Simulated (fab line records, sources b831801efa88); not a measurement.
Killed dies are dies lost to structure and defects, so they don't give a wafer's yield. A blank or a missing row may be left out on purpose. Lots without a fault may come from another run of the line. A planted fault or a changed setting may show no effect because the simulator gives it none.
fab line records | flow sky130
record lots=14 wafers=42 last_day=50
route steps=708 shown POLY_GATE@228 LDD_P@263 LDD_HVN@273 PAD_OPEN@708
lots that met no fault: from a run of the same line without faults
start_h: hours from the record's first day to the start of the lot's first wafer shown | wait_h: hours since the lot's step before | " the same as in the row above | L1.1+2: a row that stands for several wafers | - no value, or no start given | * or withheld: withheld | < > ~ a bound
route shown NAME@n: a module of which the file shows steps, and the number in the route of the first | usual: mean/standard deviation of fault-free wafers | same: alike in all rows | chamber/n: place in a boat | sites: the reading at each site | _std_site: their standard deviation | _edge_site: outer sites' mean less inner sites' | radius_mm: how far each site lies from the wafer's centre | mask NAME#n: copy n | behind: the tool/chamber that last shaped the wafer | hold: why the lot was held/for how many hours/how that ended | device: the transistor (n, p or np) that didn't switch | end of line: the same wafers' tests at the end of the route | a step without rows: its recipe alone | killed: dies lost to structure and defects at the first sort, not the wafer's yield | map: a wafer's dies, x killed, . not, _ none there
set.NAME: the setting as run; set.NAME@STEP: as run at that earlier step | model.NAME: the simulator's own value behind a step, which no gauge read
steps of the route over a sample of lots; a table a step, a row a wafer
## steps
# step SKY_POLY_GATE_OVL_MEAS_14
# usual POLY_GATE_OVL=-1/5.2
# columns lot.wafer tool chamber start_h wait_h POLY_GATE_OVL[nm]
L624.2 overlay-01 - 381.64 0.1 -1
L624.3 " - " " -1
L624.6 " - " " 6
L626.2 overlay-01 - 416.39 0.1 -4
L626.4 " - " " -7
L626.5 " - " " -2
L627.1 overlay-02 - 416.74 0.1 -6
L627.2 " - " " -14
L627.4 " - " " -12
L629.1 overlay-01 - 417.51 0.1 -2
L629.2 " - " " 2
L629.5 " - " " -2
L631.1 overlay-01 - 439.39 0.1 -2
L631.5 " - " " 5
L631.6 " - " " 2
L632.2 overlay-01 - 447.63 0.1 -9
L632.5 " - " " -5
L632.6 " - " " -6
L634.4 overlay-01 - 462.51 0.1 -2
L634.5 " - " " 4
L634.6 " - " " 4
L633.1 overlay-01 - 463.16 0.1 0
L633.4 " - " " -2
L633.5 " - " " 3
L635.1 overlay-02 - 476.81 0.1 4
L635.3 " - " " 8
L635.4 " - " " 5
L638.2 overlay-02 - 514.17 0.1 -6
L638.3 " - " " -1
L638.4 " - " " -5
L636.1 overlay-02 - 515.37 0.1 3
L636.3 " - " " -3
L636.4 " - " " 5
L639.2 overlay-01 - 518.37 0.1 1
L639.3 " - " " -2
L639.4 " - " " -8
L645.4 overlay-01 - 557.18 0.1 -6
L645.5 " - " " -3
L645.6 " - " " -3
L646.1 overlay-01 - 563.82 0.1 -9
L646.3 " - " " -4
L646.4 " - " " -3
# step SKY_LDD_P_OVL_MEAS_08
# usual LDD_P_OVL=0.3/1.6
# columns lot.wafer tool chamber start_h wait_h LDD_P_OVL[nm]
L624.2 overlay-02 - 442.84 0.1 -1.1
L624.3 " - " " 1.4
L624.6 " - " " -0.4
L626.2 overlay-02 - 481.78 0.1 0.1
L626.4 " - " " -1.0
L626.5 " - " " -0.3
L627.1 overlay-01 - 483.16 0.1 1.6
L627.2 " - " " 1.0
L627.4 " - " " 0.7
L629.1 overlay-01 - 483.81 0.1 -1.7
L629.2 " - " " -2.1
L629.5 " - " " -0.7
L631.1 overlay-02 - 504.28 0.1 0.5
L631.5 " - " " -0.2
L631.6 " - " " 0.3
L632.2 overlay-02 - 511.52 0.1 -1.6
L632.5 " - " " -0.5
L632.6 " - " " -0.6
L634.4 overlay-02 - 526.84 0.1 1.6
L634.5 " - " " 2.1
L634.6 " - " " 2.3
L633.1 overlay-02 - 527.53 0.1 2.4
L633.4 " - " " 2.1
L633.5 " - " " 2.0
L635.1 overlay-01 - 540.66 0.1 -2.3
L635.3 " - " " -0.1
L635.4 " - " " -1.8
L638.2 overlay-01 - 577.09 0.1 -0.6
L638.3 " - " " -0.9
L638.4 " - " " 1.7
L636.1 overlay-02 - 578.42 0.1 0.7
L636.3 " - " " 2.2
L636.4 " - " " 0.8
L639.2 overlay-01 - 581.01 0.1 3.5
L639.3 " - " " 2.1
L639.4 " - " " 2.0
L645.4 overlay-02 - 618.53 0.1 0.8
L645.5 " - " " 1.5
L645.6 " - " " 1.4
L646.1 overlay-01 - 624.53 0.1 0.3
L646.3 " - " " 0.2
L646.4 " - " " 1.2
# step SKY_LDD_HVN_DEVELOP_06
# recipe resist=NOVOLAK developer=TMAH develop_time_s=60 dev_temp_c=23
# columns lot.wafer tool chamber start_h wait_h
L624.2+3+6 litho_track-03 0 472.32 0.1
L626.2+4+5 litho_track-02 0 512.04 0.1
L627.1+2+4 litho_track-03 0 512.75 0.1
L629.1+2+5 litho_track-03 0 513.95 0.1
L631.1+5+6 litho_track-03 0 534.90 0.1
L632.2+5+6 litho_track-02 0 542.19 0.1
L634.4+5+6 litho_track-03 0 557.02 0.1
L633.1+4+5 litho_track-03 0 557.90 0.1
L635.1+3+4 litho_track-02 0 570.27 0.1
L638.2+3+4 litho_track-02 0 606.34 0.1
L636.1+3+4 litho_track-03 0 607.50 0.1
L639.2+3+4 litho_track-03 0 609.62 0.1
L645.4+5+6 litho_track-02 0 646.94 0.1
L646.1+3+4 litho_track-02 0 653.27 0.1
# step SKY_LDD_HVN_OVL_MEAS_07
# usual LDD_HVN_OVL=0.2/1.3
# columns lot.wafer tool chamber start_h wait_h LDD_HVN_OVL[nm]
L624.2 overlay-02 - 472.46 0.1 -0.6
L624.3 " - " " 0.5
L624.6 " - " " -0.1
L626.2 overlay-01 - 512.17 0.1 0.6
L626.4 " - " " -0.9
L626.5 " - " " -0.4
L627.1 overlay-02 - 512.90 0.1 -3.3
L627.2 " - " " -1.4
L627.4 " - " " -2.4
L629.1 overlay-01 - 514.10 0.1 1.4
L629.2 " - " " -0.8
L629.5 " - " " 0.1
L631.1 overlay-02 - 535.05 0.1 2.1
L631.5 " - " " 2.1
L631.6 " - " " 2.2
L632.2 overlay-01 - 542.32 0.1 -0.8
L632.5 " - " " -1.4
L632.6 " - " " -0.5
L634.4 overlay-02 - 557.12 0.1 -1.6
L634.5 " - " " -1.5
L634.6 " - " " -0.7
L633.1 overlay-01 - 558.05 0.1 1.5
L633.4 " - " " 1.2
L633.5 " - " " 1.5
L635.1 overlay-01 - 570.42 0.1 -1.5
L635.3 " - " " -1.2
L635.4 " - " " -0.4
L638.2 overlay-01 - 606.47 0.1 0.0
L638.3 " - " " -0.2
L638.4 " - " " -0.3
L636.1 overlay-02 - 607.65 0.1 1.2
L636.3 " - " " -0.6
L636.4 " - " " -0.5
L639.2 overlay-01 - 609.76 0.1 0.0
L639.3 " - " " 2.0
L639.4 " - " " -0.2
L645.4 overlay-01 - 647.03 0.1 -2.0
L645.5 " - " " 0.2
L645.6 " - " " -0.9
L646.1 overlay-01 - 653.42 0.1 -0.3
L646.3 " - " " 0.6
L646.4 " - " " 0.9
# step SKY_LDD_HVN_TW_MEAS_10
# usual LDD_HVN_TW=1444/11
# columns lot.wafer tool chamber start_h wait_h LDD_HVN_TW
L624.2 film_metro-01 - 472.75 0.1 1436
L624.3 " - " " 1442
L624.6 " - " " 1439
L626.2 film_metro-03 - 512.48 0.1 1422
L626.4 " - " " 1429
L626.5 " - " " 1425
L627.1 film_metro-02 - 513.19 0.1 1462
L627.2 " - " " 1463
L627.4 " - " " 1461
L629.1 film_metro-01 - 514.39 0.1 1432
L629.2 " - " " 1429
L629.5 " - " " 1438
L631.1 film_metro-01 - 535.34 0.1 1442
L631.5 " - " " 1434
L631.6 " - " " 1431
L632.2 film_metro-01 - 542.61 0.1 1439
L632.5 " - " " 1446
L632.6 " - " " 1442
L634.4 film_metro-02 - 557.42 0.1 1467
L634.5 " - " " 1454
L634.6 " - " " 1464
L633.1 film_metro-02 - 558.34 0.1 1469
L633.4 " - " " 1461
L633.5 " - " " 1462
L635.1 film_metro-01 - 570.70 0.1 1434
L635.3 " - " " 1432
L635.4 " - " " 1436
L638.2 film_metro-03 - 606.76 0.1 1454
L638.3 " - " " 1445
L638.4 " - " " 1447
L636.1 film_metro-01 - 607.94 0.1 245
L636.3 " - " " 239
L636.4 " - " " 242
L639.2 film_metro-02 - 610.05 0.1 242
L639.3 " - " " 243
L639.4 " - " " 243
L645.4 film_metro-02 - 647.35 0.1 1459
L645.5 " - " " 1460
L645.6 " - " " 1454
L646.1 film_metro-03 - 653.70 0.1 1442
L646.3 " - " " 1443
L646.4 " - " " 1445
# step SKY_PAD_OPEN_PROBE_99
# usual killed_at_M0_to_M3=43/7.7 killed_at_M4_up=3.0/1.7 killed_at_contacts=24/5.2 killed_at_front_end=15/4.5 killed_at_other=0.3/0.5 killed_dies=85/9.5 killed_on_rim=17/4 killed_open=47/6.6 killed_short=38/6.6
# same gross_dies=492 killed_at_back_side=0
# columns lot.wafer tool chamber start_h wait_h killed_at_M0_to_M3 killed_at_M4_up killed_at_contacts killed_at_front_end killed_at_other killed_dies killed_on_rim killed_open killed_short
L624.2 prober-02 - 1080.81 0.1 41 3 28 11 0 83 21 44 39
L624.3 prober-02 - 1080.86 0.2 47 3 23 14 0 87 17 58 29
L624.6 prober-02 - 1081.01 0.2 48 4 23 9 0 84 12 47 37
L626.2 prober-02 - 1102.58 0.1 40 3 27 15 0 85 20 43 42
L626.4 prober-02 - 1102.68 0.2 42 2 20 25 1 90 19 49 41
L626.5 prober-02 - 1102.73 0.2 40 4 16 12 1 73 6 40 33
L627.1 prober-02 - 1111.07 0.1 40 1 21 17 0 79 16 44 35
L627.2 prober-02 - 1111.12 0.1 47 3 21 9 0 80 15 46 34
L627.4 prober-02 - 1111.22 0.2 48 3 19 11 0 81 19 41 40
L629.1 prober-01 - 1111.39 0.1 35 0 19 21 0 75 15 39 36
L629.2 prober-01 - 1111.44 0.1 39 2 18 19 0 78 15 42 36
L629.5 prober-01 - 1111.59 0.2 40 2 36 13 0 91 13 50 41
L631.1 prober-01 - 1122.53 0.1 30 5 19 13 0 67 14 40 27
L631.5 prober-01 - 1122.73 0.2 32 4 26 18 0 80 9 35 45
L631.6 prober-01 - 1122.78 0.2 38 3 26 13 0 80 23 51 29
L632.2 prober-02 - 1128.30 0.1 40 3 16 15 1 75 18 46 29
L632.5 prober-02 - 1128.45 0.2 40 3 27 23 0 93 21 52 41
L632.6 prober-02 - 1128.50 0.2 45 2 19 13 0 79 15 52 27
L634.4 prober-01 - 1134.99 0.2 49 2 32 15 2 100 25 62 38
L634.5 prober-01 - 1135.04 0.2 58 4 32 11 1 106 18 63 43
L634.6 prober-01 - 1135.09 0.2 48 2 33 11 1 95 18 53 42
L633.1 prober-01 - 1135.14 0.1 36 3 24 10 0 73 14 34 39
L633.4 prober-01 - 1135.29 0.2 41 3 28 15 1 88 12 51 37
L633.5 prober-01 - 1135.34 0.2 37 2 29 19 0 87 24 50 37
L635.1 prober-02 - 1144.58 0.1 38 3 20 19 0 80 14 41 39
L635.3 prober-02 - 1144.68 0.2 24 4 18 26 0 72 17 31 41
L635.4 prober-02 - 1144.73 0.2 42 5 25 10 2 84 21 48 36
L638.2 prober-01 - 1169.59 0.1 44 4 25 24 0 97 15 57 40
L638.3 prober-01 - 1169.64 0.2 59 3 19 11 0 92 23 52 40
L638.4 prober-01 - 1169.69 0.2 52 1 20 15 0 88 12 47 41
L636.1 prober-02 - 1172.03 0.1 48 4 19 421 0 492 96 54 30
L636.3 prober-02 - 1172.13 0.2 51 1 19 421 0 492 96 44 45
L636.4 prober-02 - 1172.18 0.2 46 2 22 422 0 492 96 45 41
L639.2 prober-02 - 1174.16 0.1 38 5 24 425 0 492 96 37 39
L639.3 prober-02 - 1174.21 0.2 43 3 15 431 0 492 96 37 41
L639.4 prober-02 - 1174.26 0.2 42 6 18 426 0 492 96 50 34
L645.4 prober-01 - 1193.19 0.2 67 3 21 13 0 104 16 51 53
L645.5 prober-01 - 1193.24 0.2 50 7 25 5 1 88 17 50 38
L645.6 prober-01 - 1193.29 0.2 42 2 37 16 0 97 20 53 44
L646.1 prober-02 - 1194.54 0.1 51 4 18 13 0 86 19 50 36
L646.3 prober-02 - 1194.64 0.2 39 2 22 26 0 89 13 37 52
L646.4 prober-02 - 1194.69 0.2 46 3 19 20 1 89 18 52 37
# killed by level:class
L624.2 CONTACT:geometric_particle:open=12 VIA3:geometric_particle:open=7 LOCAL_INTERCONNECT:geometric_particle:short=5 CONTACT:geometric_particle:short=5 METAL1:geometric_particle:short=5 METAL2:geometric_particle:short=5 VIA3:geometric_particle:short=5 LI_CONTACT:geometric_particle:open=4
L624.3 VIA3:geometric_particle:open=11 CONTACT:geometric_particle:open=10 VIA2:geometric_particle:open=8 VIA1:geometric_particle:open=7 LI_CONTACT:geometric_particle:open=6 FIELD_ISO:geometric_particle:open=5 CONTACT:geometric_particle:short=5 METAL2:geometric_particle:short=5
L624.6 VIA1:geometric_particle:open=11 VIA2:geometric_particle:open=8 METAL2:geometric_particle:short=7 VIA3:geometric_particle:open=7 LI_CONTACT:geometric_particle:open=6 LI_CONTACT:geometric_particle:short=5 CONTACT:geometric_particle:open=4 VIA2:geometric_particle:short=4
L626.2 CONTACT:geometric_particle:open=9 METAL2:geometric_particle:short=8 LI_CONTACT:geometric_particle:open=6 VIA3:geometric_particle:open=6 FIELD_ISO:geometric_particle:short=5 VIA1:geometric_particle:open=5 VIA2:geometric_particle:open=5 CONTACT:geometric_particle:short=4
L626.4 VIA1:geometric_particle:open=9 VIA2:geometric_particle:open=9 POLY_GATE:geometric_particle:open=8 METAL2:geometric_particle:short=6 FIELD_ISO:geometric_particle:open=5 POLY_GATE:geometric_particle:short=5 LI_CONTACT:geometric_particle:open=5 METAL1:geometric_particle:short=5
L626.5 VIA2:geometric_particle:open=7 LOCAL_INTERCONNECT:geometric_particle:short=6 CONTACT:geometric_particle:open=6 VIA1:geometric_particle:short=5 METAL1:geometric_particle:open=5 VIA1:geometric_particle:open=5 LI_CONTACT:geometric_particle:open=4 VIA2:geometric_particle:short=4
L627.1 VIA1:geometric_particle:open=12 CONTACT:geometric_particle:open=11 POLY_GATE:geometric_particle:short=8 METAL2:geometric_particle:short=6 VIA2:geometric_particle:open=6 POLY_GATE:geometric_particle:open=4 LI_CONTACT:geometric_particle:open=4 VIA1:geometric_particle:short=4
L627.2 CONTACT:geometric_particle:open=10 VIA1:geometric_particle:open=9 VIA2:geometric_particle:open=7 VIA3:geometric_particle:open=6 POLY_GATE:geometric_particle:open=4 CONTACT:geometric_particle:short=4 METAL1:geometric_particle:short=4 VIA1:geometric_particle:short=4
L627.4 VIA1:geometric_particle:open=13 CONTACT:geometric_particle:open=8 METAL1:geometric_particle:short=8 METAL2:geometric_particle:short=7 POLY_GATE:geometric_particle:open=5 VIA3:geometric_particle:short=5 CONTACT:geometric_particle:short=4 VIA3:geometric_particle:open=4
L629.1 VIA1:geometric_particle:open=10 POLY_GATE:geometric_particle:short=8 LI_CONTACT:geometric_particle:open=6 CONTACT:geometric_particle:short=6 FIELD_ISO:geometric_particle:short=4 CONTACT:geometric_particle:open=4 VIA2:geometric_particle:short=4 VIA2:geometric_particle:open=4
L629.2 VIA2:geometric_particle:open=7 FIELD_ISO:geometric_particle:open=6 CONTACT:geometric_particle:open=6 CONTACT:geometric_particle:short=6 VIA1:geometric_particle:open=6 METAL2:geometric_particle:short=6 VIA3:geometric_particle:open=6 SPACER:geometric_particle:open=4
L629.5 VIA1:geometric_particle:open=11 CONTACT:geometric_particle:open=10 CONTACT:geometric_particle:short=10 LI_CONTACT:geometric_particle:open=7 VIA2:geometric_particle:open=7 POLY_GATE:geometric_particle:open=6 LI_CONTACT:geometric_particle:short=6 VIA1:geometric_particle:short=5
L631.1 VIA1:geometric_particle:open=10 CONTACT:geometric_particle:open=9 VIA2:geometric_particle:open=6 FIELD_ISO:geometric_particle:open=5 METAL2:geometric_particle:short=5 LI_CONTACT:geometric_particle:short=4 POLY_GATE:geometric_particle:short=3 CONTACT:geometric_particle:short=3
L631.5 VIA1:geometric_particle:open=11 CONTACT:geometric_particle:short=10 CONTACT:geometric_particle:open=7 METAL2:geometric_particle:short=6 FIELD_ISO:geometric_particle:open=5 FIELD_ISO:geometric_particle:short=5 METAL4:geometric_particle:short=4 POLY_GATE:geometric_particle:open=4
L631.6 VIA1:geometric_particle:open=15 CONTACT:geometric_particle:open=11 METAL2:geometric_particle:short=7 LI_CONTACT:geometric_particle:open=6 VIA2:geometric_particle:open=5 POLY_GATE:geometric_particle:open=5 LI_CONTACT:geometric_particle:short=4 CONTACT:geometric_particle:short=3
L632.2 METAL1:geometric_particle:short=9 VIA1:geometric_particle:open=9 CONTACT:geometric_particle:open=7 VIA2:geometric_particle:open=5 FIELD_ISO:geometric_particle:open=4 CONTACT:geometric_particle:short=4 METAL1:geometric_particle:open=4 METAL2:geometric_particle:short=4
L632.5 VIA1:geometric_particle:open=11 CONTACT:geometric_particle:open=9 POLY_GATE:geometric_particle:short=8 LI_CONTACT:geometric_particle:open=8 METAL2:geometric_particle:short=7 VIA3:geometric_particle:open=7 POLY_GATE:geometric_particle:open=6 FIELD_ISO:geometric_particle:open=5
L632.6 VIA1:geometric_particle:open=15 CONTACT:geometric_particle:open=9 VIA3:geometric_particle:open=9 FIELD_ISO:geometric_particle:open=7 LI_CONTACT:geometric_particle:open=5 METAL1:geometric_particle:short=5 VIA1:geometric_particle:short=4 METAL2:geometric_particle:short=4
L634.4 VIA1:geometric_particle:open=15 CONTACT:geometric_particle:open=12 LI_CONTACT:geometric_particle:open=11 METAL1:geometric_particle:short=7 CONTACT:geometric_particle:short=6 VIA2:geometric_particle:open=6 VIA1:geometric_particle:short=5 POLY_GATE:geometric_particle:open=4
L634.5 VIA1:geometric_particle:open=17 CONTACT:geometric_particle:open=10 VIA2:geometric_particle:open=9 LOCAL_INTERCONNECT:geometric_particle:short=8 VIA3:geometric_particle:open=8 LI_CONTACT:geometric_particle:open=7 METAL2:geometric_particle:short=7 CONTACT:geometric_particle:short=4
L634.6 CONTACT:geometric_particle:open=13 LI_CONTACT:geometric_particle:open=10 VIA2:geometric_particle:open=9 VIA1:geometric_particle:open=6 METAL1:geometric_particle:short=6 VIA1:geometric_particle:short=6 CONTACT:geometric_particle:short=5 VIA3:geometric_particle:open=5
L633.1 VIA1:geometric_particle:open=9 LI_CONTACT:geometric_particle:open=5 LOCAL_INTERCONNECT:geometric_particle:short=5 CONTACT:geometric_particle:open=5 VIA2:geometric_particle:short=5 METAL1:geometric_particle:short=4 CONTACT:geometric_particle:short=4 VIA2:geometric_particle:open=4
L633.4 LI_CONTACT:geometric_particle:open=10 VIA1:geometric_particle:open=10 CONTACT:geometric_particle:open=8 VIA2:geometric_particle:open=6 FIELD_ISO:geometric_particle:short=5 LI_CONTACT:geometric_particle:short=5 METAL1:geometric_particle:short=4 CONTACT:geometric_particle:short=4
L633.5 LI_CONTACT:geometric_particle:open=11 VIA2:geometric_particle:open=10 CONTACT:geometric_particle:open=9 METAL2:geometric_particle:short=6 VIA1:geometric_particle:short=6 FIELD_ISO:geometric_particle:short=5 FIELD_ISO:geometric_particle:open=5 METAL1:geometric_particle:short=4
L635.1 CONTACT:geometric_particle:open=8 METAL1:geometric_particle:short=7 VIA1:geometric_particle:open=6 CONTACT:geometric_particle:short=5 VIA2:geometric_particle:open=5 POLY_GATE:geometric_particle:open=4 POLY_GATE:geometric_particle:short=4 LI_CONTACT:geometric_particle:open=4
L635.3 POLY_GATE:geometric_particle:short=7 CONTACT:geometric_particle:open=7 FIELD_ISO:geometric_particle:open=6 FIELD_ISO:geometric_particle:short=6 METAL1:geometric_particle:short=5 METAL4:geometric_particle:short=4 VIA1:geometric_particle:short=4 VIA1:geometric_particle:open=3
L635.4 VIA1:geometric_particle:open=11 CONTACT:geometric_particle:open=11 VIA3:geometric_particle:open=7 VIA2:geometric_particle:open=6 LI_CONTACT:geometric_particle:open=5 CONTACT:geometric_particle:short=5 METAL4:geometric_particle:short=5 METAL1:geometric_particle:short=5
L638.2 VIA1:geometric_particle:open=10 LI_CONTACT:geometric_particle:open=10 CONTACT:geometric_particle:open=10 METAL3:geometric_particle:short=7 POLY_GATE:geometric_particle:short=6 VIA3:geometric_particle:open=6 VIA1:geometric_particle:short=5 FIELD_ISO:geometric_particle:open=4
L638.3 VIA1:geometric_particle:open=12 VIA3:geometric_particle:open=12 METAL2:geometric_particle:short=8 CONTACT:geometric_particle:open=8 METAL1:geometric_particle:short=6 VIA1:geometric_particle:short=5 LI_CONTACT:geometric_particle:open=5 POLY_GATE:geometric_particle:short=4
L638.4 VIA1:geometric_particle:open=8 METAL2:geometric_particle:short=8 CONTACT:geometric_particle:open=7 VIA3:geometric_particle:open=7 CONTACT:geometric_particle:short=6 VIA2:geometric_particle:open=6 POLY_GATE:geometric_particle:short=5 LI_CONTACT:geometric_particle:open=5
L636.1 LDD_HVN:area_develop=408 VIA1:geometric_particle:open=17 VIA3:geometric_particle:open=8 CONTACT:geometric_particle:open=6 VIA2:geometric_particle:open=6 POLY_GATE:geometric_particle:open=5 LI_CONTACT:geometric_particle:open=5 POLY_GATE:geometric_particle:short=4
L636.3 LDD_HVN:area_develop=403 VIA1:geometric_particle:open=10 VIA1:geometric_particle:short=10 METAL1:geometric_particle:short=8 LI_CONTACT:geometric_particle:open=6 POLY_GATE:geometric_particle:open=5 CONTACT:geometric_particle:short=5 VIA2:geometric_particle:open=5
L636.4 LDD_HVN:area_develop=406 VIA1:geometric_particle:open=10 CONTACT:geometric_particle:open=8 POLY_GATE:geometric_particle:open=6 VIA2:geometric_particle:short=5 CONTACT:geometric_particle:short=5 LI_CONTACT:geometric_particle:open=5 METAL1:geometric_particle:short=5
L639.2 LDD_HVN:area_develop=416 LOCAL_INTERCONNECT:geometric_particle:short=8 CONTACT:geometric_particle:open=8 METAL2:geometric_particle:short=6 VIA3:geometric_particle:open=6 VIA1:geometric_particle:open=5 LI_CONTACT:geometric_particle:open=4 VIA2:geometric_particle:open=4
L639.3 LDD_HVN:area_develop=414 VIA2:geometric_particle:open=9 METAL2:geometric_particle:short=6 LOCAL_INTERCONNECT:geometric_particle:short=5 METAL1:geometric_particle:short=5 VIA1:geometric_particle:open=5 VIA3:geometric_particle:open=5 FIELD_ISO:geometric_particle:open=4
L639.4 LDD_HVN:area_develop=408 VIA1:geometric_particle:open=12 VIA2:geometric_particle:open=9 VIA3:geometric_particle:open=8 LI_CONTACT:geometric_particle:open=6 POLY_GATE:geometric_particle:short=5 CONTACT:geometric_particle:open=5 METAL4:geometric_particle:short=5
L645.4 VIA1:geometric_particle:open=14 METAL2:geometric_particle:short=9 LI_CONTACT:geometric_particle:open=7 VIA2:geometric_particle:open=7 POLY_GATE:geometric_particle:short=6 METAL1:geometric_particle:short=6 VIA2:geometric_particle:short=6 VIA3:geometric_particle:open=6
L645.5 CONTACT:geometric_particle:open=11 VIA1:geometric_particle:open=9 VIA2:geometric_particle:open=8 VIA3:geometric_particle:open=7 METAL1:geometric_particle:short=5 LI_CONTACT:geometric_particle:open=5 VIA1:geometric_particle:short=5 METAL2:geometric_particle:short=5
L645.6 LI_CONTACT:geometric_particle:open=13 CONTACT:geometric_particle:open=10 VIA3:geometric_particle:open=9 LOCAL_INTERCONNECT:geometric_particle:short=7 VIA1:geometric_particle:open=7 METAL2:geometric_particle:short=7 CONTACT:geometric_particle:short=5 METAL1:geometric_particle:short=5
L646.1 VIA1:geometric_particle:open=14 LI_CONTACT:geometric_particle:open=8 VIA3:geometric_particle:open=7 METAL2:geometric_particle:short=6 METAL1:geometric_particle:short=6 VIA1:geometric_particle:short=5 FIELD_ISO:geometric_particle:short=4 POLY_GATE:geometric_particle:open=4
L646.3 METAL2:geometric_particle:short=9 METAL1:geometric_particle:short=8 FIELD_ISO:geometric_particle:short=7 POLY_GATE:geometric_particle:open=6 CONTACT:geometric_particle:open=6 VIA1:geometric_particle:short=5 VIA1:geometric_particle:open=5 LI_CONTACT:geometric_particle:short=4
L646.4 VIA1:geometric_particle:open=11 CONTACT:geometric_particle:open=9 VIA2:geometric_particle:open=8 POLY_GATE:geometric_particle:open=6 SPACER:geometric_particle:short=6 LI_CONTACT:geometric_particle:open=6 METAL1:geometric_particle:short=5 METAL2:geometric_particle:short=5
## key
first_sign step=SKY_LDD_HVN_TW_MEAS_10 reading=LDD_HVN_TW direction=down sigmas=99+ usual=1444 struck=242
effect step=SKY_PAD_OPEN_PROBE_99 reading=killed_at_front_end direction=up sigmas=91 usual=15 struck=424
more_kills_born_at SKY_LDD_HVN_DEVELOP_06@litho_track-03=2455
met_at SKY_LDD_HVN_DEVELOP_06
struck_lots L636,L639
tester_left_out L636,L639
not_acting_at SKY_POLY_GATE_OVL_MEAS_14,SKY_LDD_P_OVL_MEAS_08,SKY_LDD_HVN_OVL_MEAS_07
onset_between 557.90 607.50
fault kind=process_parameter_drift tool=litho_track-03 chamber=- onset_h=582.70 steps=SKY_LDD_HVN_DEVELOP_06 channel=develop_time_s offset=* shape=step end_h=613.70 acts_in=* stated=*
# tester_left_out: of these lots the tester's yield and bins aren't shown, on N5 and GAA mostly nor the transistor test; their killed dies are dies lost to structure and defects alone, not to doping, threshold or leakage, so they don't give the yield
